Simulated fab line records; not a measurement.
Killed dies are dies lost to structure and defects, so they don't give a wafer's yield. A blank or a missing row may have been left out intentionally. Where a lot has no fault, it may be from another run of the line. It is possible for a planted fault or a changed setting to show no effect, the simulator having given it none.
fab line records	flow sky130
[record] lots = 10	wafers = 30	last_day = 49
route steps=708 shown SD_N@354 LI_CONTACT@375 LOCAL_INTERCONNECT@387 PAD_OPEN@708
lots untouched by any fault: they come from a run of this same line in which no faults occurred
start_h: start of the lot's first displayed wafer, in hours after the record's first day	wait_h: hours since the lot's step before	" unchanged from the row above	L1.1+2: one row covering several wafers at once	- value missing, or start not given	* or withheld: withheld	< > ~ a bound
route shown NAME@n: names a module that has steps shown in the file, with the first one's number in the route	usual: average and standard deviation across the fault-free wafers	same: alike in all rows	chamber/n: place in a boat	sites: the reading at each site	_std_site: standard deviation across them	_edge_site: the outer-site mean with the inner-site mean subtracted	radius_mm: for every site, how far away it sits from the centre of the wafer	mask NAME#n: copy n	behind: the last tool/chamber to shape the wafer	hold: why the lot was held/for how many hours/how that ended	device: transistor that didn't switch, given as n, p or np	end of line: tests of these same wafers at the route's end	where a step has no rows: the recipe by itself	killed: dies that structure and defects cost at the first sort, which is not the same as the wafer's yield	map: the dies of a wafer, with x for killed, . for not killed, _ for no die there
set.NAME: the setting as run; set.NAME@STEP: as run at that earlier step	model.NAME: the simulator's own value behind a step, which no gauge read
a sample of lots followed through the steps of the route, with each step as a table and each wafer as a row
services: when a tool's chamber went out of use (start_h, in hours from the record's first day, below 0 if earlier), for how many hours, and the reason
[[steps]]
[step SKY_SD_N_TW_MEAS_12]
[usual] SD_N_TW = 4025/26
lot.wafer	tool	chamber	start_h	wait_h	SD_N_TW
L391.1	film_metro-03	-	684.28	0.1	4020
L391.2	"	-	"	"	4043
L391.6	"	-	"	"	4032
L395.1	film_metro-04	-	701.62	0.1	4038
L395.5	"	-	"	"	4066
L395.6	"	-	"	"	4015
L396.3	film_metro-04	-	711.54	0.1	4058
L396.4	"	-	"	"	4055
L396.6	"	-	"	"	4065
L397.1	film_metro-03	-	714.84	0.1	4035
L397.2	"	-	"	"	4007
L397.4	"	-	"	"	4018
L398.2	film_metro-03	-	731.01	0.1	3989
L398.4	"	-	"	"	3986
L398.6	"	-	"	"	3987
L402.2	film_metro-02	-	749.82	0.1	4018
L402.3	"	-	"	"	4006
L402.6	"	-	"	"	4022
L403.1	film_metro-04	-	770.42	0.1	4062
L403.2	"	-	"	"	4046
L403.3	"	-	"	"	4050
L405.1	film_metro-04	-	785.43	0.1	4064
L405.3	"	-	"	"	4052
L405.6	"	-	"	"	4036
L407.2	film_metro-03	-	797.98	0.1	3990
L407.5	"	-	"	"	4005
L407.6	"	-	"	"	4002
L408.1	film_metro-04	-	802.59	0.1	4021
L408.2	"	-	"	"	4008
L408.4	"	-	"	"	4015
[step SKY_LI_CONTACT_OVL_MEAS_13]
[usual] LI_CONTACT_OVL = 1/4.9
lot.wafer	tool	chamber	start_h	wait_h	LI_CONTACT_OVL[nm]
L391.1	overlay-02	-	713.86	0.1	2
L391.2	"	-	"	"	3
L391.6	"	-	"	"	-4
L395.1	overlay-02	-	730.45	0.1	-3
L395.5	"	-	"	"	-4
L395.6	"	-	"	"	-1
L396.3	overlay-01	-	740.16	0.1	-5
L396.4	"	-	"	"	0
L396.6	"	-	"	"	2
L397.1	overlay-02	-	743.75	0.1	-1
L397.2	"	-	"	"	-2
L397.4	"	-	"	"	0
L398.2	overlay-01	-	760.50	0.1	2
L398.4	"	-	"	"	-10
L398.6	"	-	"	"	4
L402.2	overlay-02	-	778.01	0.1	13
L402.3	"	-	"	"	15
L402.6	"	-	"	"	12
L403.1	overlay-02	-	797.90	0.1	-6
L403.2	"	-	"	"	3
L403.3	"	-	"	"	6
L405.1	overlay-02	-	813.64	0.1	0
L405.3	"	-	"	"	-4
L405.6	"	-	"	"	3
L407.2	overlay-02	-	825.49	0.1	1
L407.5	"	-	"	"	2
L407.6	"	-	"	"	-4
L408.1	overlay-02	-	828.79	0.1	8
L408.2	"	-	"	"	5
L408.4	"	-	"	"	-3
[step SKY_LI_CONTACT_SPUTTER_20]
[recipe] material = TiN	target_thk_nm = 20	chamber_pressure_pa = 5	power_w = 4000	time_s = 77.84
[usual] throttle_valve_pct = 29.9/0.93
lot.wafer	tool	chamber	start_h	wait_h	throttle_valve_pct
L391.1	pvd_sputter-02	-	714.57	0.0	29.7
L391.2	"	-	"	"	30.9
L391.6	"	-	"	"	31.2
L395.1	pvd_sputter-03	-	730.98	0.0	30.1
L395.5	"	-	"	"	29.9
L395.6	"	-	"	"	29.8
L396.3	pvd_sputter-02	-	740.68	0.0	30.1
L396.4	"	-	"	"	29.9
L396.6	"	-	"	"	31.0
L397.1	pvd_sputter-02	-	744.30	0.0	30.2
L397.2	"	-	"	"	30.9
L397.4	"	-	"	"	28.7
L398.2	pvd_sputter-04	-	761.09	0.0	29.5
L398.4	"	-	"	"	30.4
L398.6	"	-	"	"	29.8
L402.2	pvd_sputter-02	-	778.55	0.0	29.9
L402.3	"	-	"	"	30.7
L402.6	"	-	"	"	29.7
L403.1	pvd_sputter-02	-	798.46	0.0	31.0
L403.2	"	-	"	"	29.9
L403.3	"	-	"	"	29.7
L405.1	pvd_sputter-03	-	814.19	0.0	30.1
L405.3	"	-	"	"	29.7
L405.6	"	-	"	"	27.7
L407.2	pvd_sputter-02	-	826.02	0.0	30.1
L407.5	"	-	"	"	29.8
L407.6	"	-	"	"	29.0
L408.1	pvd_sputter-02	-	829.34	0.0	31.1
L408.2	"	-	"	"	28.5
L408.4	"	-	"	"	29.8
[step SKY_LOCAL_INTERCONNECT_SPUTTER_00]
[recipe] material = TiN	target_thk_nm = 100	temp_c = 300	power_w = 6500	time_s = 83.3	chamber_pressure_pa = 0.4
[usual] throttle_valve_pct = 30.0/1.2
lot.wafer	tool	chamber	start_h	wait_h	throttle_valve_pct
L391.1	pvd_sputter-03	-	715.24	0.1	30.2
L391.2	"	-	"	"	27.8
L391.6	"	-	"	"	29.9
L395.1	pvd_sputter-01	-	731.65	0.2	30.5
L395.5	"	-	"	"	28.9
L395.6	"	-	"	"	30.4
L396.3	pvd_sputter-04	-	741.36	0.2	29.3
L396.4	"	-	"	"	30.5
L396.6	"	-	"	"	29.2
L397.1	pvd_sputter-03	-	744.99	0.1	30.2
L397.2	"	-	"	"	30.0
L397.4	"	-	"	"	29.9
L398.2	pvd_sputter-03	-	761.76	0.2	30.2
L398.4	"	-	"	"	27.8
L398.6	"	-	"	"	29.9
L402.2	pvd_sputter-03	-	779.22	0.1	29.7
L402.3	"	-	"	"	29.9
L402.6	"	-	"	"	27.6
L403.1	pvd_sputter-03	-	799.13	0.1	29.8
L403.2	"	-	"	"	30.3
L403.3	"	-	"	"	27.7
L405.1	pvd_sputter-01	-	814.85	0.1	30.6
L405.3	"	-	"	"	30.3
L405.6	"	-	"	"	29.8
L407.2	pvd_sputter-04	-	826.69	0.1	29.0
L407.5	"	-	"	"	29.9
L407.6	"	-	"	"	32.7
L408.1	pvd_sputter-04	-	830.00	0.2	29.9
L408.2	"	-	"	"	29.3
L408.4	"	-	"	"	32.6
[step SKY_LOCAL_INTERCONNECT_RS_MEAS_01]
[recipe] thk_meas_gauge = four-point-probe	reads = TiN_of_LOCAL_INTERCONNECT_SPUTTER_00
[usual] LOCAL_INTERCONNECT_TIN_RS = 14.16/0.13
lot.wafer	tool	chamber	start_h	wait_h	hold	LOCAL_INTERCONNECT_TIN_RS[ohm/sq]
L391.1	film_metro-02	-	715.30	0.0	-	14.10
L391.2	"	-	"	"	-	13.90
L391.6	"	-	"	"	-	13.87
L395.1	film_metro-02	-	731.71	0.0	-	14.35
L395.5	"	-	"	"	-	14.18
L395.6	"	-	"	"	-	14.25
L396.3	film_metro-04	-	741.46	0.1	-	14.10
L396.4	"	-	"	"	-	14.04
L396.6	"	-	"	"	-	14.23
L397.1	film_metro-01	-	745.05	0.0	-	13.99
L397.2	"	-	"	"	-	14.13
L397.4	"	-	"	"	-	14.05
L398.2	film_metro-01	-	761.84	0.1	-	14.29
L398.4	"	-	"	"	-	14.21
L398.6	"	-	"	"	-	14.33
L402.2	film_metro-02	-	779.30	0.1	await_dispo/0.2h/release	16.21
L402.3	"	-	"	"	await_dispo/0.2h/release	14.10
L402.6	"	-	"	"	await_dispo/0.2h/release	14.25
L402.2	film_metro-02	-	779.59	0.3	-	16.18
L402.3	"	-	"	"	-	14.08
L402.6	"	-	"	"	-	14.23
L403.1	film_metro-01	-	799.19	0.0	await_dispo/0.2h/release	16.20
L403.2	"	-	"	"	await_dispo/0.2h/release	14.06
L403.3	"	-	"	"	await_dispo/0.2h/release	13.97
L403.1	film_metro-01	-	799.61	0.4	-	16.24
L403.2	"	-	"	"	-	14.06
L403.3	"	-	"	"	-	14.02
L405.1	film_metro-02	-	814.92	0.0	-	14.17
L405.3	"	-	"	"	-	14.14
L405.6	"	-	"	"	-	14.11
L407.2	film_metro-01	-	826.77	0.1	-	14.13
L407.5	"	-	"	"	-	14.05
L407.6	"	-	"	"	-	14.22
L408.1	film_metro-02	-	830.07	0.0	-	14.13
L408.2	"	-	"	"	-	13.87
L408.4	"	-	"	"	-	14.08
[step SKY_LOCAL_INTERCONNECT_THK_MEAS_02]
[recipe] thk_meas_gauge = xrf	reads = TiN_of_LOCAL_INTERCONNECT_SPUTTER_00
[usual] LOCAL_INTERCONNECT_TIN_THK = 101.3/1.1
lot.wafer	tool	chamber	start_h	wait_h	hold	LOCAL_INTERCONNECT_TIN_THK[nm]
L391.1	film_metro-02	-	715.42	0.1	-	101.9
L391.2	"	-	"	"	-	103.5
L391.6	"	-	"	"	-	103.4
L395.1	film_metro-02	-	731.83	0.1	-	100.2
L395.5	"	-	"	"	-	101.1
L395.6	"	-	"	"	-	100.9
L396.3	film_metro-04	-	741.56	0.1	-	101.5
L396.4	"	-	"	"	-	102.0
L396.6	"	-	"	"	-	101.0
L397.1	film_metro-01	-	745.17	0.1	-	101.5
L397.2	"	-	"	"	-	100.7
L397.4	"	-	"	"	-	101.1
L398.2	film_metro-01	-	761.95	0.1	-	99.7
L398.4	"	-	"	"	-	99.9
L398.6	"	-	"	"	-	99.6
L402.2	film_metro-02	-	782.36	2.8	await_dispo/0.2h/release	89.7
L402.3	"	-	"	"	await_dispo/0.2h/release	102.7
L402.6	"	-	"	"	await_dispo/0.2h/release	101.4
L402.2	film_metro-02	-	782.59	0.2	-	89.5
L402.3	"	-	"	"	-	102.8
L402.6	"	-	"	"	-	101.4
L403.1	film_metro-01	-	802.73	3.1	await_dispo/0.2h/release	88.7
L403.2	"	-	"	"	await_dispo/0.2h/release	102.0
L403.3	"	-	"	"	await_dispo/0.2h/release	102.2
L403.1	film_metro-01	-	802.99	0.3	-	88.4
L403.2	"	-	"	"	-	101.9
L403.3	"	-	"	"	-	102.4
L405.1	film_metro-02	-	815.04	0.1	-	101.3
L405.3	"	-	"	"	-	101.7
L405.6	"	-	"	"	-	101.6
L407.2	film_metro-01	-	826.88	0.1	-	102.0
L407.5	"	-	"	"	-	102.5
L407.6	"	-	"	"	-	102.0
L408.1	film_metro-02	-	830.19	0.1	-	102.3
L408.2	"	-	"	"	-	103.9
L408.4	"	-	"	"	-	102.6
[step SKY_LOCAL_INTERCONNECT_METAL_ETCH_14]
[recipe] target_depth_nm = 110	stop_on = PSG	chemistry = Cl2/BCl3	target = TiN	resist_sidewall_deg = 88	pressure_mtorr = 10	icp_w = 900	bias_w = 48.5	Cl2_flow_sccm = 60	bcl3_flow_sccm = 30	time_s = 31.4
[usual] drypump_motor_current_A = 5.7/0.42	he_backside_leak_sccm = 3.40/0.16	oes_product_au = 0.939/0.0069	throttle_valve_pct = 21.902/0.0095
lot.wafer	tool	chamber	start_h	wait_h	drypump_motor_current_A	he_backside_leak_sccm	oes_product_au	rf_hours_counter_h	throttle_valve_pct
L391.1	rie_metal-02	0	743.30	0.0	5.6	3.48	0.942	4	21.891
L391.2	"	1	"	"	6.1	3.42	0.946	4	21.894
L391.6	"	0	"	"	5.6	3.21	0.948	-	21.906
L395.1	rie_metal-04	1	759.75	0.0	5.7	3.15	0.935	14	21.911
L395.5	"	0	"	"	6.2	3.33	0.937	-	21.894
L395.6	"	1	"	"	5.7	3.20	0.933	-	21.919
L396.3	rie_metal-04	0	768.90	0.0	6.2	3.45	0.949	-	21.911
L396.4	"	1	"	"	5.6	3.35	0.946	-	21.903
L396.6	"	1	"	"	5.7	3.08	0.935	-	21.904
L397.1	rie_metal-03	0	773.00	0.0	5.6	3.13	0.952	14	21.888
L397.2	"	1	"	"	4.9	3.35	0.945	15	21.886
L397.4	"	1	"	"	4.9	3.39	0.941	-	21.896
L398.2	rie_metal-02	1	788.78	0.0	6.1	3.60	0.927	5	21.886
L398.4	"	0	"	"	5.5	3.27	0.934	-	21.898
L398.6	"	0	"	"	5.5	3.28	0.929	-	21.903
L402.2	rie_metal-03	0	805.70	0.0	5.6	3.25	0.867	15	21.941
L402.3	"	1	"	"	4.9	3.27	0.950	-	21.908
L402.6	"	0	"	"	5.6	3.10	0.936	-	21.913
L403.1	rie_metal-02	1	825.94	0.0	6.1	3.66	0.885	7	21.962
L403.2	"	0	"	"	5.6	3.46	0.947	7	21.898
L403.3	"	1	"	"	6.1	3.73	0.945	-	21.908
L405.1	rie_metal-03	1	841.32	0.1	4.9	3.48	0.946	17	21.901
L405.3	"	1	"	"	4.9	3.29	0.942	-	21.889
L405.6	"	1	"	"	4.9	3.15	0.944	-	21.900
L407.2	rie_metal-02	1	853.40	0.0	6.2	3.54	0.941	8	21.906
L407.5	"	0	"	"	5.6	3.49	0.938	-	21.905
L407.6	"	1	"	"	6.2	3.53	0.935	-	21.909
L408.1	rie_metal-02	0	857.35	0.0	5.6	3.32	0.941	8	21.904
L408.2	"	1	"	"	6.1	3.45	0.952	8	21.900
L408.4	"	0	"	"	5.6	3.57	0.946	-	21.898
[step SKY_PAD_OPEN_PROBE_99]
[usual] killed_at_M0_to_M3 = 42/7.2	killed_at_M4_up = 3.2/1.8	killed_at_contacts = 24/5.4	killed_at_front_end = 15/4	killed_at_other = 0.3/0.59	killed_dies = 84/9	killed_open = 46/7.1	killed_short = 38/6
[same] gross_dies = 492	killed_at_back_side = 0
lot.wafer	tool	chamber	start_h	wait_h	killed_at_M0_to_M3	killed_at_M4_up	killed_at_contacts	killed_at_front_end	killed_at_other	killed_dies	killed_open	killed_short
L391.1	prober-02	-	1109.94	0.1	41	0	26	17	0	84	49	35
L391.2	prober-02	-	1109.99	0.1	47	3	40	21	0	111	60	51
L391.6	prober-02	-	1110.19	0.2	51	2	23	11	0	87	45	40
L395.1	prober-02	-	1115.80	0.1	50	2	23	19	1	95	46	49
L395.5	prober-02	-	1116.00	0.2	46	2	31	13	0	92	54	38
L395.6	prober-02	-	1116.05	0.2	36	2	24	17	0	79	45	34
L396.3	prober-02	-	1127.16	0.2	35	6	24	17	0	82	45	37
L396.4	prober-02	-	1127.21	0.2	38	4	15	14	0	71	46	25
L396.6	prober-02	-	1127.31	0.2	36	5	23	14	0	78	43	35
L397.1	prober-01	-	1128.56	0.1	52	3	19	9	1	84	41	40
L397.2	prober-01	-	1128.61	0.1	55	5	27	10	0	97	54	43
L397.4	prober-01	-	1128.71	0.2	47	0	27	14	0	88	42	46
L398.2	prober-02	-	1137.97	0.1	45	3	28	12	2	90	44	46
L398.4	prober-02	-	1138.07	0.2	53	5	22	17	0	97	51	46
L398.6	prober-02	-	1138.17	0.2	41	3	25	13	0	82	52	30
L402.2	prober-01	-	1154.83	0.1	45	2	26	17	0	90	53	37
L402.3	prober-01	-	1154.88	0.2	54	4	35	15	2	110	53	56
L402.6	prober-01	-	1155.03	0.2	50	3	22	11	0	86	56	30
L403.1	prober-01	-	1168.84	0.1	34	1	29	25	0	89	53	36
L403.2	prober-01	-	1168.89	0.1	40	6	26	15	0	87	48	39
L403.3	prober-01	-	1168.94	0.2	32	6	24	14	0	76	39	37
L405.1	prober-01	-	1173.80	0.1	39	3	27	11	2	82	37	44
L405.3	prober-01	-	1173.90	0.2	48	4	21	21	0	94	55	38
L405.6	prober-01	-	1174.05	0.2	34	1	17	12	1	65	44	21
L407.2	prober-01	-	1180.45	0.1	61	1	25	15	0	102	69	33
L407.5	prober-01	-	1180.60	0.2	31	8	26	18	0	83	56	27
L407.6	prober-01	-	1180.65	0.2	48	1	36	14	0	99	56	43
L408.1	prober-02	-	1182.81	0.1	45	3	19	13	0	80	34	45
L408.2	prober-02	-	1182.86	0.1	41	2	29	16	0	88	45	42
L408.4	prober-02	-	1182.96	0.2	42	4	25	16	1	88	46	42
// killed by level:class
L391.1 VIA3:geometric_particle:open=9 VIA1:geometric_particle:open=9 CONTACT:geometric_particle:open=8 METAL2:geometric_particle:short=6 VIA2:geometric_particle:open=6 FIELD_ISO:geometric_particle:short=5 LI_CONTACT:geometric_particle:open=5 LOCAL_INTERCONNECT:geometric_particle:short=5
L391.2 CONTACT:geometric_particle:open=15 VIA2:geometric_particle:open=9 LI_CONTACT:geometric_particle:open=8 VIA1:geometric_particle:short=7 POLY_GATE:geometric_particle:short=6 LOCAL_INTERCONNECT:geometric_particle:short=6 VIA1:geometric_particle:open=6 VIA3:geometric_particle:open=6
L391.6 VIA1:geometric_particle:open=16 LI_CONTACT:geometric_particle:open=7 LOCAL_INTERCONNECT:geometric_particle:short=6 METAL2:geometric_particle:short=6 CONTACT:geometric_particle:open=5 VIA3:geometric_particle:open=5 VIA1:geometric_particle:short=5 VIA3:geometric_particle:short=4
L395.1 VIA1:geometric_particle:open=9 LI_CONTACT:geometric_particle:open=7 CONTACT:geometric_particle:open=7 METAL1:geometric_particle:short=7 VIA3:geometric_particle:open=7 VIA3:geometric_particle:short=6 FIELD_ISO:geometric_particle:short=5 POLY_GATE:geometric_particle:open=5
L395.5 CONTACT:geometric_particle:open=12 VIA1:geometric_particle:open=10 VIA2:geometric_particle:open=8 VIA3:geometric_particle:open=7 LI_CONTACT:geometric_particle:open=6 LOCAL_INTERCONNECT:geometric_particle:short=6 CONTACT:geometric_particle:short=6 METAL1:geometric_particle:short=6
L395.6 CONTACT:geometric_particle:open=10 VIA1:geometric_particle:open=9 VIA2:geometric_particle:open=8 POLY_GATE:geometric_particle:short=5 LI_CONTACT:geometric_particle:short=5 LI_CONTACT:geometric_particle:open=5 FIELD_ISO:geometric_particle:short=4 SPACER:geometric_particle:open=4
L396.3 CONTACT:geometric_particle:open=10 VIA1:geometric_particle:open=9 VIA2:geometric_particle:open=8 POLY_GATE:geometric_particle:open=6 CONTACT:geometric_particle:short=6 FIELD_ISO:geometric_particle:open=4 LI_CONTACT:geometric_particle:open=4 LOCAL_INTERCONNECT:geometric_particle:short=4
L396.4 VIA1:geometric_particle:open=15 CONTACT:geometric_particle:open=7 FIELD_ISO:geometric_particle:open=5 VIA3:geometric_particle:open=5 LI_CONTACT:geometric_particle:open=4 METAL1:geometric_particle:short=4 POLY_GATE:geometric_particle:open=3 POLY_GATE:geometric_particle:short=3
L396.6 CONTACT:geometric_particle:open=12 VIA3:geometric_particle:open=9 VIA2:geometric_particle:open=7 LI_CONTACT:geometric_particle:open=5 METAL4:geometric_particle:short=5 POLY_GATE:geometric_particle:short=4 FIELD_ISO:geometric_particle:short=4 VIA1:geometric_particle:short=4
L397.1 VIA1:geometric_particle:open=14 METAL2:geometric_particle:short=7 CONTACT:geometric_particle:open=6 VIA1:geometric_particle:short=6 LI_CONTACT:geometric_particle:open=5 VIA2:geometric_particle:open=5 VIA2:geometric_particle:short=5 VIA3:geometric_particle:short=4
L397.2 VIA1:geometric_particle:open=16 METAL2:geometric_particle:short=14 CONTACT:geometric_particle:open=10 VIA3:geometric_particle:open=9 VIA2:geometric_particle:open=6 LOCAL_INTERCONNECT:geometric_particle:short=5 LI_CONTACT:geometric_particle:open=4 LI_CONTACT:geometric_particle:short=4
L397.4 VIA1:geometric_particle:open=14 METAL2:geometric_particle:short=8 CONTACT:geometric_particle:open=8 VIA1:geometric_particle:short=7 LI_CONTACT:geometric_particle:short=6 VIA3:geometric_particle:open=6 FIELD_ISO:geometric_particle:open=5 LI_CONTACT:geometric_particle:open=5
L398.2 VIA3:geometric_particle:open=8 CONTACT:geometric_particle:open=7 CONTACT:geometric_particle:short=7 VIA1:geometric_particle:open=7 POLY_GATE:geometric_particle:short=6 LI_CONTACT:geometric_particle:open=6 METAL2:geometric_particle:short=6 VIA2:geometric_particle:open=6
L398.4 VIA1:geometric_particle:open=12 CONTACT:geometric_particle:open=9 VIA2:geometric_particle:open=7 FIELD_ISO:geometric_particle:short=5 CONTACT:geometric_particle:short=5 METAL1:geometric_particle:short=5 METAL3:geometric_particle:short=5 VIA3:geometric_particle:open=5
L398.6 VIA1:geometric_particle:open=11 LI_CONTACT:geometric_particle:open=8 CONTACT:geometric_particle:open=8 VIA3:geometric_particle:open=7 FIELD_ISO:geometric_particle:open=6 METAL1:geometric_particle:short=6 VIA2:geometric_particle:open=6 CONTACT:geometric_particle:short=5
L402.2 VIA1:geometric_particle:open=10 VIA3:geometric_particle:open=10 CONTACT:geometric_particle:open=8 CONTACT:geometric_particle:short=6 VIA1:geometric_particle:short=6 LI_CONTACT:geometric_particle:open=5 METAL1:geometric_particle:short=5 VIA2:geometric_particle:open=5
L402.3 VIA1:geometric_particle:open=11 CONTACT:geometric_particle:open=10 VIA2:geometric_particle:open=9 LOCAL_INTERCONNECT:geometric_particle:short=7 CONTACT:geometric_particle:short=7 METAL3:geometric_particle:short=7 POLY_GATE:geometric_particle:open=6 LI_CONTACT:geometric_particle:open=6
L402.6 VIA1:geometric_particle:open=18 CONTACT:geometric_particle:open=8 VIA3:geometric_particle:open=8 LI_CONTACT:geometric_particle:open=7 VIA2:geometric_particle:open=6 FIELD_ISO:geometric_particle:short=4 VIA2:geometric_particle:short=4 LOCAL_INTERCONNECT:geometric_particle:short=3
L403.1 VIA1:geometric_particle:open=11 CONTACT:geometric_particle:open=9 FIELD_ISO:geometric_particle:open=8 FIELD_ISO:geometric_particle:short=7 LOCAL_INTERCONNECT:geometric_particle:short=6 VIA2:geometric_particle:open=6 POLY_GATE:geometric_particle:open=5 LI_CONTACT:geometric_particle:open=4
L403.2 CONTACT:geometric_particle:open=8 VIA3:geometric_particle:open=8 CONTACT:geometric_particle:short=7 VIA1:geometric_particle:open=7 LI_CONTACT:geometric_particle:open=6 VIA2:geometric_particle:open=5 METAL1:geometric_particle:short=4 METAL2:geometric_particle:short=4
L403.3 METAL1:geometric_particle:short=7 VIA1:geometric_particle:open=7 LI_CONTACT:geometric_particle:open=6 LOCAL_INTERCONNECT:geometric_particle:short=6 VIA2:geometric_particle:open=6 CONTACT:geometric_particle:open=5 FIELD_ISO:geometric_particle:short=4 METAL4:geometric_particle:short=4
L405.1 VIA1:geometric_particle:open=8 LI_CONTACT:geometric_particle:open=7 METAL2:geometric_particle:short=7 CONTACT:geometric_particle:open=6 CONTACT:geometric_particle:short=5 LOCAL_INTERCONNECT:geometric_particle:short=5 METAL1:geometric_particle:short=4 VIA1:geometric_particle:short=4
L405.3 VIA1:geometric_particle:open=13 CONTACT:geometric_particle:open=8 VIA3:geometric_particle:open=7 FIELD_ISO:geometric_particle:open=6 POLY_GATE:geometric_particle:short=6 LI_CONTACT:geometric_particle:open=6 VIA1:geometric_particle:short=6 METAL1:geometric_particle:short=5
L405.6 CONTACT:geometric_particle:open=7 LI_CONTACT:geometric_particle:open=6 VIA3:geometric_particle:open=6 VIA2:geometric_particle:open=5 VIA1:geometric_particle:open=5 METAL2:geometric_particle:short=5 FIELD_ISO:geometric_particle:open=4 VIA2:geometric_particle:short=4
L407.2 VIA1:geometric_particle:open=18 LI_CONTACT:geometric_particle:open=12 VIA3:geometric_particle:open=9 CONTACT:geometric_particle:open=8 VIA2:geometric_particle:open=7 METAL1:geometric_particle:short=7 VIA1:geometric_particle:short=6 METAL2:geometric_particle:short=6
L407.5 LI_CONTACT:geometric_particle:open=8 VIA1:geometric_particle:open=8 CONTACT:geometric_particle:open=7 VIA3:geometric_particle:open=7 METAL4:geometric_particle:short=6 VIA2:geometric_particle:open=6 POLY_GATE:geometric_particle:open=5 FIELD_ISO:geometric_particle:open=4
L407.6 CONTACT:geometric_particle:open=17 VIA1:geometric_particle:open=13 METAL2:geometric_particle:short=8 LI_CONTACT:geometric_particle:open=7 CONTACT:geometric_particle:short=6 VIA3:geometric_particle:open=6 METAL3:geometric_particle:short=5 FIELD_ISO:geometric_particle:open=4
L408.1 VIA1:geometric_particle:open=13 VIA1:geometric_particle:short=9 CONTACT:geometric_particle:open=7 POLY_GATE:geometric_particle:open=6 LOCAL_INTERCONNECT:geometric_particle:short=5 METAL1:geometric_particle:short=5 METAL2:geometric_particle:short=5 LI_CONTACT:geometric_particle:short=3
L408.2 CONTACT:geometric_particle:open=10 VIA1:geometric_particle:open=9 FIELD_ISO:geometric_particle:short=8 LI_CONTACT:geometric_particle:open=8 LOCAL_INTERCONNECT:geometric_particle:short=7 VIA2:geometric_particle:short=6 VIA1:geometric_particle:short=6 VIA3:geometric_particle:open=6
L408.4 VIA1:geometric_particle:open=10 CONTACT:geometric_particle:open=8 METAL2:geometric_particle:short=7 VIA2:geometric_particle:open=6 LOCAL_INTERCONNECT:geometric_particle:short=6 FIELD_ISO:geometric_particle:open=5 LI_CONTACT:geometric_particle:open=5 POLY_GATE:geometric_particle:short=4
[[services]]
tool	chamber	start_h	hours	kind
pvd_sputter-03	-	715.85	5.4	repair
rie_metal-02	-	737.00	0.3	repair
rie_metal-02	1	767.73	3.0	repair
rie_metal-02	1	783.87	3.4	repair
rie_metal-04	1	786.49	-	clean
rie_metal-04	1	786.49	19.8	scheduled_down
rie_metal-04	1	786.49	19.8	vent_cycle
pvd_sputter-01	-	788.58	0.5	repair
rie_metal-03	0	815.69	27.9	repair
pvd_sputter-01	-	830.83	1.4	repair
rie_metal-03	0	843.57	-	clean
rie_metal-03	0	843.57	18.4	scheduled_down
rie_metal-03	0	843.57	18.4	vent_cycle
pvd_sputter-03	-	845.76	13.7	repair
rie_metal-03	-	845.88	2.8	pm
pvd_sputter-02	-	852.41	1.9	repair
[[key]]
[first_sign] step = SKY_LOCAL_INTERCONNECT_RS_MEAS_01	reading = visit	direction = added
[effect] step = SKY_LOCAL_INTERCONNECT_RS_MEAS_01	reading = LOCAL_INTERCONNECT_TIN_RS	direction = up	sigmas = 15	usual = 14.16	struck = 16.21
[effect] step = SKY_LOCAL_INTERCONNECT_THK_MEAS_02	reading = visit	direction = added
[effect] step = SKY_LOCAL_INTERCONNECT_THK_MEAS_02	reading = LOCAL_INTERCONNECT_TIN_THK	direction = down	sigmas = 11	usual = 101.3	struck = 89.2
[effect] step = SKY_LOCAL_INTERCONNECT_METAL_ETCH_14	reading = oes_product_au	direction = down	sigmas = 9.1	usual = 0.939	struck = 0.876
met_at SKY_LOCAL_INTERCONNECT_SPUTTER_00
struck_lots L402,L403
struck_wafers L402.2,L403.1
tester_left_out L402,L403
not_acting_at SKY_SD_N_TW_MEAS_12,SKY_LI_CONTACT_OVL_MEAS_13,SKY_LI_CONTACT_SPUTTER_20
onset_between 744.99 779.22
[fault] kind = process_parameter_drift	tool = pvd_sputter-03	chamber = -	onset_h = 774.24	steps = SKY_LOCAL_INTERCONNECT_SPUTTER_00	channel = time_s	offset = *	shape = step	end_h = 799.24	acts_in = *	stated = *	scope = struck_wafers_only
// tester_left_out: of these lots the tester's yield and bins aren't shown, on N5 and GAA mostly nor the transistor test; their killed dies are dies lost to structure and defects alone, not to doping, threshold or leakage, so they don't give the yield
